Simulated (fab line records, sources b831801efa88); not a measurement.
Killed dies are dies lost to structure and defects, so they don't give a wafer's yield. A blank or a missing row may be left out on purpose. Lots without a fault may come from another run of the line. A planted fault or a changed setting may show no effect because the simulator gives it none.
fab line records | flow sky130
record lots=7 wafers=21 last_day=50
route steps=708 shown VIA4@660 METAL5@661
lots that met no fault: from a run of the same line without faults
start_h: hours from the record's first day to the start of the lot's first wafer shown | wait_h: hours since the lot's step before | " the same as in the row above | L1.1+2: a row that stands for several wafers | - no value, or no start given | * or withheld: withheld | < > ~ a bound
route shown NAME@n: a module of which the file shows steps, and the number in the route of the first | usual: mean/standard deviation of fault-free wafers | same: alike in all rows | chamber/n: place in a boat | sites: the reading at each site | _std_site: their standard deviation | _edge_site: outer sites' mean less inner sites' | radius_mm: how far each site lies from the wafer's centre | mask NAME#n: copy n | behind: the tool/chamber that last shaped the wafer | hold: why the lot was held/for how many hours/how that ended | device: the transistor (n, p or np) that didn't switch | end of line: the same wafers' tests at the end of the route | a step without rows: its recipe alone | killed: dies lost to structure and defects at the first sort, not the wafer's yield | map: a wafer's dies, x killed, . not, _ none there
set.NAME: the setting as run; set.NAME@STEP: as run at that earlier step | model.NAME: the simulator's own value behind a step, which no gauge read
lots at some steps of the route; a table a step, a row a wafer
services: from which hour (start_h, from the record's first day; less than 0 if before it) a tool's chamber was out of use, for how many hours, and why
## steps
# step SKY_VIA4_CMP_21
# recipe stop_on=SiO2 t_overpolish_s=25 down_force_psi=3.5 platen_rpm=60 target_thk_nm=0 pad_velocity_m_s=0.94248
# usual head_pressure_psi=3.501/0.0072 motor_current_A=11.2/1.1 overpolish_run_s=25.000/0.0082 time_to_endpoint_s=123/4.3
# columns lot.wafer tool chamber start_h wait_h head_pressure_psi motor_current_A overpolish_run_s time_to_endpoint_s
L685.4 cmp-01 1 1013.75 0.1 3.503 11.1 24.999 121
L685.3 " 2 " " 3.498 10.5 24.991 121
L685.2 " 3 " " 3.512 13.1 24.993 120
L686.1 cmp-01 1 1027.19 0.1 3.510 11.8 24.996 120
L686.2 " 2 " " 3.494 10.1 24.998 123
L686.3 " 0 " " 3.495 10.3 24.998 122
L689.4 cmp-01 3 1056.23 0.2 3.488 13.0 25.007 123
L689.6 " 0 " " 3.492 10.8 25.005 129
L689.5 " 1 " " 3.510 11.1 25.001 127
L695.1 cmp-01 0 1086.40 0.5 3.491 10.2 25.002 120
L695.4 " 2 " " 3.501 10.0 25.005 120
L695.6 " 0 " " 3.484 10.5 25.009 120
L697.1 cmp-02 1 1104.28 0.9 3.508 10.0 24.994 113
L697.6 " 0 " " 3.499 12.8 25.006 112
L697.5 " 1 " " 3.498 10.1 25.004 119
L696.3 cmp-02 2 1105.83 1.8 3.500 11.2 24.992 122
L696.1 " 3 " " 3.506 11.0 25.004 120
L696.6 " 0 " " 3.509 13.0 25.016 119
L705.4 cmp-02 1 1143.53 0.1 3.500 10.5 24.999 126
L705.1 " 2 " " 3.496 11.4 24.997 121
L705.6 " 1 " " 3.507 10.3 25.018 120
# step SKY_METAL5_SPUTTER_00
# recipe material=Ti target_thk_nm=15 power_w=3000 time_s=10 chamber_pressure_pa=0.4
# usual chamber_pressure_pa=0.4000/0.0007 throttle_valve_pct=30.3/1.2
# columns lot.wafer tool chamber start_h wait_h chamber_pressure_pa throttle_valve_pct
L685.2 pvd_sputter-04 - 1014.00 0.1 0.4007 29.9
L685.3 " - " " 0.4017 28.8
L685.4 " - " " 0.3999 32.7
L686.1 pvd_sputter-03 - 1027.49 0.2 0.3995 31.9
L686.2 " - " " 0.3994 29.6
L686.3 " - " " 0.4008 30.8
L689.4 pvd_sputter-02 - 1056.38 0.1 0.3999 30.3
L689.5 " - " " 0.3999 30.2
L689.6 " - " " 0.4000 30.4
L695.1 pvd_sputter-03 - 1086.70 0.2 0.4005 31.9
L695.4 " - " " 0.4003 30.5
L695.6 " - " " 0.3996 29.7
L697.1 pvd_sputter-04 - 1104.53 0.2 0.3996 30.9
L697.5 " - " " 0.3991 33.1
L697.6 " - " " 0.3999 31.0
L696.1 pvd_sputter-02 - 1106.03 0.1 0.3995 30.4
L696.3 " - " " 0.4015 30.4
L696.6 " - " " 0.4005 28.9
L705.1 pvd_sputter-03 - 1143.78 0.1 0.4000 29.6
L705.4 " - " " 0.4004 29.3
L705.6 " - " " 0.4002 29.0
# step SKY_METAL5_SPUTTER_01
# recipe material=TiN target_thk_nm=20 power_w=6500 time_s=16.7 chamber_pressure_pa=0.4
# step SKY_METAL5_SPUTTER_02
# recipe material=AlCu target_thk_nm=1150 power_w=10600 time_s=61.2 chamber_pressure_pa=0.4
# usual chamber_pressure_pa=0.4001/0.00083 throttle_valve_pct=30.2/1.2
# columns lot.wafer tool chamber start_h wait_h chamber_pressure_pa throttle_valve_pct
L685.2 pvd_sputter-04 - 1014.05 0.0 0.3995 29.9
L685.3 " - " " 0.3991 28.6
L685.4 " - " " 0.3989 33.2
L686.1 pvd_sputter-03 - 1027.54 0.0 0.4013 32.2
L686.2 " - " " 0.4000 29.5
L686.3 " - " " 0.4004 30.6
L689.4 pvd_sputter-02 - 1056.42 0.0 0.3992 30.3
L689.5 " - " " 0.4000 29.9
L689.6 " - " " 0.3995 30.3
L695.1 pvd_sputter-03 - 1086.75 0.0 0.4009 32.0
L695.4 " - " " 0.3982 30.6
L695.6 " - " " 0.3990 29.4
L697.1 pvd_sputter-04 - 1104.58 0.0 0.4004 30.8
L697.5 " - " " 0.4017 32.7
L697.6 " - " " 0.4000 30.7
L696.1 pvd_sputter-02 - 1106.08 0.0 0.4014 30.7
L696.3 " - " " 0.3991 30.0
L696.6 " - " " 0.3987 28.4
L705.1 pvd_sputter-03 - 1143.83 0.0 0.4009 29.4
L705.4 " - " " 0.4000 29.3
L705.6 " - " " 0.4003 29.1
# step SKY_METAL5_SPUTTER_03
# recipe material=Ti target_thk_nm=5 power_w=3000 time_s=3.3 chamber_pressure_pa=0.4
# usual chamber_pressure_pa=0.4000/0.00084 throttle_valve_pct=30.3/1.2
# columns lot.wafer tool chamber start_h wait_h chamber_pressure_pa throttle_valve_pct
L685.2 pvd_sputter-04 - 1014.10 0.0 0.4008 29.6
L685.3 " - " " 0.3982 28.9
L685.4 " - " " 0.4001 32.7
L686.1 pvd_sputter-03 - 1027.59 0.0 0.4001 32.1
L686.2 " - " " 0.4014 29.6
L686.3 " - " " 0.3984 30.8
L689.4 pvd_sputter-02 - 1056.48 0.0 0.4001 30.3
L689.5 " - " " 0.3994 30.1
L689.6 " - " " 0.4002 30.3
L695.1 pvd_sputter-03 - 1086.80 0.0 0.3993 32.0
L695.4 " - " " 0.4006 30.8
L695.6 " - " " 0.3996 29.4
L697.1 pvd_sputter-04 - 1104.63 0.0 0.3990 30.8
L697.5 " - " " 0.4001 33.1
L697.6 " - " " 0.3980 30.7
L696.1 pvd_sputter-02 - 1106.13 0.0 0.4000 30.2
L696.3 " - " " 0.4002 30.0
L696.6 " - " " 0.3997 28.8
L705.1 pvd_sputter-03 - 1143.88 0.0 0.4009 29.6
L705.4 " - " " 0.4007 29.1
L705.6 " - " " 0.4011 29.1
# step SKY_METAL5_SPUTTER_04
# recipe material=TiN target_thk_nm=70 power_w=6500 time_s=58.3 chamber_pressure_pa=0.4
# usual chamber_pressure_pa=0.4000/0.0008 throttle_valve_pct=30.2/1.2
# columns lot.wafer tool chamber start_h wait_h chamber_pressure_pa throttle_valve_pct
L685.2 pvd_sputter-04 - 1014.12 0.0 0.3993 29.9
L685.3 " - " " 0.3987 28.5
L685.4 " - " " 0.3984 33.0
L686.1 pvd_sputter-03 - 1027.61 0.0 0.4007 32.1
L686.2 " - " " 0.4002 29.3
L686.3 " - " " 0.3990 30.5
L689.4 pvd_sputter-02 - 1056.49 0.0 0.4006 30.2
L689.5 " - " " 0.3991 30.0
L689.6 " - " " 0.3993 30.2
L695.1 pvd_sputter-03 - 1086.82 0.0 0.3991 32.0
L695.4 " - " " 0.3982 30.6
L695.6 " - " " 0.3999 29.5
L697.1 pvd_sputter-04 - 1104.65 0.0 0.4005 31.2
L697.5 " - " " 0.3999 32.8
L697.6 " - " " 0.4007 30.7
L696.1 pvd_sputter-02 - 1106.15 0.0 0.3995 30.5
L696.3 " - " " 0.4004 30.1
L696.6 " - " " 0.3998 28.8
L705.1 pvd_sputter-03 - 1143.90 0.0 0.4019 29.3
L705.4 " - " " 0.4013 29.1
L705.6 " - " " 0.4002 28.9
# step SKY_METAL5_RS_MEAS_05
# recipe thk_meas_gauge=four-point-probe reads=TiN_of_METAL5_SPUTTER_04+Ti_of_METAL5_SPUTTER_03+AlCu_of_METAL5_SPUTTER_02+TiN_of_METAL5_SPUTTER_01+Ti_of_METAL5_SPUTTER_00
# usual METAL5_ALCU_RS=0.02711/0.00021
# columns lot.wafer tool chamber start_h wait_h METAL5_ALCU_RS[ohm/sq]
L685.2 film_metro-01 - 1014.19 0.0 0.02697
L685.3 " - " " 0.02702
L685.4 " - " " 0.02679
L686.1 film_metro-01 - 1027.66 0.0 0.02709
L686.2 " - " " 0.02732
L686.3 " - " " 0.02743
L689.4 film_metro-01 - 1056.60 0.1 0.02695
L689.5 " - " " 0.02679
L689.6 " - " " 0.02714
L695.1 film_metro-02 - 1086.86 0.0 0.02705
L695.4 " - " " 0.02719
L695.6 " - " " 0.02704
L697.1 film_metro-03 - 1104.70 0.0 0.02683
L697.5 " - " " 0.02665
L697.6 " - " " 0.0267
L696.1 film_metro-03 - 1106.20 0.0 0.02701
L696.3 " - " " 0.02706
L696.6 " - " " 0.02703
L705.1 film_metro-01 - 1143.95 0.0 0.02754
L705.4 " - " " 0.02755
L705.6 " - " " 0.0274
# step SKY_METAL5_THK_MEAS_06
# recipe thk_meas_gauge=xrf reads=AlCu_of_METAL5_SPUTTER_02
# usual METAL5_ALCU_THK=1132/11
# columns lot.wafer tool chamber start_h wait_h METAL5_ALCU_THK[nm]
L685.2 film_metro-01 - 1014.30 0.1 1135
L685.3 " - " " 1139
L685.4 " - " " 1142
L686.1 film_metro-01 - 1027.78 0.1 1142
L686.2 " - " " 1126
L686.3 " - " " 1124
L689.4 film_metro-01 - 1056.69 0.1 1142
L689.5 " - " " 1147
L689.6 " - " " 1136
L695.1 film_metro-02 - 1086.98 0.1 1130
L695.4 " - " " 1118
L695.6 " - " " 1137
L697.1 film_metro-03 - 1104.82 0.1 1144
L697.5 " - " " 1150
L697.6 " - " " 1151
L696.1 film_metro-03 - 1106.32 0.1 1141
L696.3 " - " " 1143
L696.6 " - " " 1129
L705.1 film_metro-01 - 1144.07 0.1 1122
L705.4 " - " " 1120
L705.6 " - " " 1129
# step SKY_METAL5_DEHYDRATE_07
# recipe temp_c=200 time_s=60
# step SKY_METAL5_HMDS_08
# recipe prime_time_s=60 prime_temp_c=120
# step SKY_METAL5_COAT_09
# recipe resist=NOVOLAK spin_rpm=3000 resist_thk_nm=1800
# step SKY_METAL5_SOFTBAKE_10
# recipe temp_c=90 time_s=60 resist=NOVOLAK
# step SKY_METAL5_EXPOSE_11
# recipe mask_id=MM5 na=0.6 source_shape=conventional sigma_outer=0.6 polarization=unpolarized target_cd_nm=1600 dose_mj=190
# usual exposure_dose_mJ_cm2=189.92/0.19 focus_offset_nm=0.0/0.53
# columns lot.wafer tool chamber start_h wait_h mask exposure_dose_mJ_cm2 focus_offset_nm
L685.2 iline_stepper-02 0 1026.86 - MM5#0 189.81 -0.3
L685.3 " 0 " " MM5#0 189.70 -0.8
L685.4 " 0 " " MM5#0 190.03 -0.2
L686.1 iline_stepper-02 0 1038.04 - MM5#0 190.26 0.5
L686.2 " 0 " " MM5#0 190.33 0.7
L686.3 " 0 " " MM5#0 190.13 -0.1
L689.4 iline_stepper-02 0 1066.31 - MM5#0 189.99 -0.4
L689.5 " 0 " " MM5#0 190.13 -0.8
L689.6 " 0 " " MM5#0 189.93 0.2
L695.1 iline_stepper-02 - 1096.83 - MM5#0 - -
L695.4 " - " " MM5#0 - -
L695.6 " - " " MM5#0 - -
L697.1 iline_stepper-01 - 1113.88 - MM5#0 - -
L697.5 " - " " MM5#0 - -
L697.6 " - " " MM5#0 - -
L696.1 iline_stepper-01 - 1115.54 - MM5#0 - -
L696.3 " - " " MM5#0 - -
L696.6 " - " " MM5#0 - -
L705.1 iline_stepper-02 0 1152.98 - MM5#0 189.85 0.4
L705.4 " 0 " " MM5#0 189.77 0.3
L705.6 " 0 " " MM5#0 189.92 0.6
# step SKY_METAL5_PEB_12
# recipe temp_c=withheld time_s=* resist=NOVOLAK
## services
# columns tool chamber start_h hours kind
iline_stepper-01 - 1034.58 1.7 pm
pvd_sputter-03 - 1041.82 4.0 repair
iline_stepper-01 - 1050.35 4.4 pm
pvd_sputter-03 - 1068.66 4.1 repair
cmp-02 - 1084.76 4.0 pm
cmp-02 - 1085.03 0.3 repair
cmp-02 - 1088.76 - consumable_replace:conditioner
cmp-02 - 1088.76 - consumable_replace:pad
iline_stepper-02 0 1118.11 - calibration
cmp-02 - 1126.40 7.2 repair
cmp-01 - 1127.60 1.4 repair
iline_stepper-01 0 1129.73 - calibration
cmp-01 - 1143.62 5.2 pm
## key
first_sign step=SKY_METAL5_EXPOSE_11 reading=tool_record direction=missing
effect none on later readings
met_at SKY_METAL5_EXPOSE_11
struck_wafers L695.1,L695.4,L695.6,L696.1,L696.3,L696.6,L697.1,L697.5,L697.6
later_rows_left_out L695.1,L695.4,L695.6,L696.1,L696.3,L696.6,L697.1,L697.5,L697.6
sort_left_out L695.1,L695.4,L695.6,L696.1,L696.3,L696.6,L697.1,L697.5,L697.6
onset_between 1066.31 1096.83
fault kind=skipped_step_whole tool=iline_stepper-01,iline_stepper-02 chamber=- onset_h=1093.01 steps=SKY_METAL5_EXPOSE_11 scope=struck_lots_only
# sort_left_out: the simulated sort isn't trusted on such a fault, so these wafers' sort isn't shown, and their yield isn't known
# later_rows_left_out: the simulator's readings of these wafers behind a module that went badly wrong aren't trusted and aren't shown, but for the sort
